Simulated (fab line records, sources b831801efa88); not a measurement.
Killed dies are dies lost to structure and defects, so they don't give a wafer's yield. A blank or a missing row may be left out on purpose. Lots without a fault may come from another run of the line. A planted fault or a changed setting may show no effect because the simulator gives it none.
Chamber matching | flow sky130 | SKY_POLY_CUT_ETCH_10 on rie_diel-04: 4 sister chambers
The step etches BARC in N2/H2, stops on SiO2, time 45.9 s, target depth 60 nm. 4 wafers are shown with their chamber, then 7 later ones without.

WAFERS WITH THEIR CHAMBER
wafer  | chamber | drypump_motor_current_A (A)
L787.4 | 1       | 6.0
L788.5 | 3       | 6.8
L791.1 | 0       | 6.3
L791.5 | 2       | 6.0

WAFERS WITHOUT THEIR CHAMBER
wafer  | drypump_motor_current_A (A)
L791.6 | 6.0
L795.1 | 6.2
L795.4 | 6.0
L795.5 | 6.8
L797.2 | 6.7
L797.4 | 6.0
L797.6 | 6.0

WHICH CHAMBER EACH WENT THROUGH
wafer  | from the rows above          | in truth
L791.6 | can't be placed: 1 or 2      | 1
L795.1 | can't be placed: 0 or 1 or 2 | 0
L795.4 | can't be placed: 1 or 2      | 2
L795.5 | 3                            | 3
L797.2 | 3                            | 3
L797.4 | can't be placed: 1 or 2      | 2
L797.6 | can't be placed: 1 or 2      | 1
Placed correctly: 2 of 7. Can't be placed from these rows: 5 (the true chamber is among the candidates in 5). Placed wrongly: 0.
How it was worked out, from the rows above alone: a wafer's distance from a chamber is the root of the sum, over the readings, of the square of ((its reading less the chamber's mean) divided by the reading's scatter). The wafer belongs to the nearest chamber; if the next one is less than 2 further off, it can't be placed. A chamber's mean is the mean of its shown wafers. The scatter: with one shown wafer a chamber, the root of the mean of the squares of how far each hidden wafer lies from its nearest shown one.
